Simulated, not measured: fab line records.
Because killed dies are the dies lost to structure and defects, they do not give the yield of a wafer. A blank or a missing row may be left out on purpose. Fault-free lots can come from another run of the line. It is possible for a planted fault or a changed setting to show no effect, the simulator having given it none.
Matching of chambers :: flow sfq-line :: SFQ_TRILAYER_I7_CMP_CMP_184 on cmp-01: 4 sister chambers
The step polishes SiO2. 20 wafers are shown with their chamber, then 10 later ones without.

## WAFERS PAIRED WITH THEIR CHAMBERS
wafer: L877.4
chamber: 2
motor-current-A (A): 12.4
time-to-endpoint-s (s): 213

wafer: L877.3
chamber: 1
motor-current-A (A): 9.5
time-to-endpoint-s (s): 206

wafer: L877.6
chamber: 3
motor-current-A (A): 8.7
time-to-endpoint-s (s): 219

wafer: L878.2
chamber: 1
motor-current-A (A): 9.8
time-to-endpoint-s (s): 221

wafer: L878.3
chamber: 0
motor-current-A (A): 8.3
time-to-endpoint-s (s): 219

wafer: L878.5
chamber: 3
motor-current-A (A): 8.1
time-to-endpoint-s (s): 218

wafer: L879.1
chamber: 2
motor-current-A (A): 12.4
time-to-endpoint-s (s): 208

wafer: L879.3
chamber: 1
motor-current-A (A): 9.8
time-to-endpoint-s (s): 208

wafer: L879.4
chamber: 0
motor-current-A (A): 8.8
time-to-endpoint-s (s): 217

wafer: L880.2
chamber: 2
motor-current-A (A): 12.5
time-to-endpoint-s (s): 210

wafer: L880.5
chamber: 0
motor-current-A (A): 8.9
time-to-endpoint-s (s): 218

wafer: L880.6
chamber: 3
motor-current-A (A): 8.3
time-to-endpoint-s (s): 218

wafer: L882.1
chamber: 2
motor-current-A (A): 12.1
time-to-endpoint-s (s): 205

wafer: L882.3
chamber: 0
motor-current-A (A): 9.1
time-to-endpoint-s (s): 210

wafer: L882.4
chamber: 1
motor-current-A (A): 9.8
time-to-endpoint-s (s): 213

wafer: L885.3
chamber: 3
motor-current-A (A): 8.5
time-to-endpoint-s (s): 207

wafer: L885.4
chamber: 1
motor-current-A (A): 9.6
time-to-endpoint-s (s): 216

wafer: L885.6
chamber: 0
motor-current-A (A): 8.6
time-to-endpoint-s (s): 219

wafer: L886.2
chamber: 2
motor-current-A (A): 11.6
time-to-endpoint-s (s): 210

wafer: L886.3
chamber: 0
motor-current-A (A): 8.7
time-to-endpoint-s (s): 234

SIGNATURES (averages over the wafers above)
reading: motor-current-A
chamber 0: 8.733
chamber 1: 9.700
chamber 2: 12.200
chamber 3: 8.400
scatter within a chamber: 0.273

reading: time-to-endpoint-s
chamber 0: 219.50
chamber 1: 212.80
chamber 2: 209.20
chamber 3: 215.50
scatter within a chamber: 6.06
Rule: a wafer lies at a distance from a chamber equal to the root of the sum of squares, over the readings, of (its reading less the chamber's mean, divided by the reading's scatter). If the next closest chamber is less than 2 further off than the closest, the wafer can't be placed; otherwise it belongs to the closest. How the scatter is found: for the shown wafers, subtract from each reading the mean of its chamber, square and add these, divide the total by (wafers less chambers), then take the root.

## WAFERS WITH NO CHAMBER GIVEN
wafer: L886.6
motor-current-A (A): 8.9
time-to-endpoint-s (s): 216

wafer: L898.2
motor-current-A (A): 9.6
time-to-endpoint-s (s): 209

wafer: L898.1
motor-current-A (A): 8.5
time-to-endpoint-s (s): 206

wafer: L898.6
motor-current-A (A): 9.4
time-to-endpoint-s (s): 215

wafer: L899.1
motor-current-A (A): 12.5
time-to-endpoint-s (s): 208

wafer: L899.2
motor-current-A (A): 8.7
time-to-endpoint-s (s): 228

wafer: L899.3
motor-current-A (A): 8.8
time-to-endpoint-s (s): 224

wafer: L900.3
motor-current-A (A): 11.9
time-to-endpoint-s (s): 216

wafer: L900.1
motor-current-A (A): 8.4
time-to-endpoint-s (s): 212

wafer: L900.5
motor-current-A (A): 11.7
time-to-endpoint-s (s): 223

## WHICH CHAMBER EACH ONE RAN IN
wafer: L886.6
from the rows above: can't be placed: 0 or 3
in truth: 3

wafer: L898.2
from the rows above: 1
in truth: 1

wafer: L898.1
from the rows above: can't be placed: 3 or 0
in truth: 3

wafer: L898.6
from the rows above: can't be placed: 1 or 0
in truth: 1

wafer: L899.1
from the rows above: 2
in truth: 2

wafer: L899.2
from the rows above: can't be placed: 0 or 3
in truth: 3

wafer: L899.3
from the rows above: can't be placed: 0 or 3
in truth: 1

wafer: L900.3
from the rows above: 2
in truth: 2

wafer: L900.1
from the rows above: can't be placed: 3 or 0
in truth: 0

wafer: L900.5
from the rows above: 2
in truth: 2
4 of 10 placed correctly. Unplaceable from these rows: 6, with the true chamber sitting among the candidates in 5. Placed wrongly: 0.
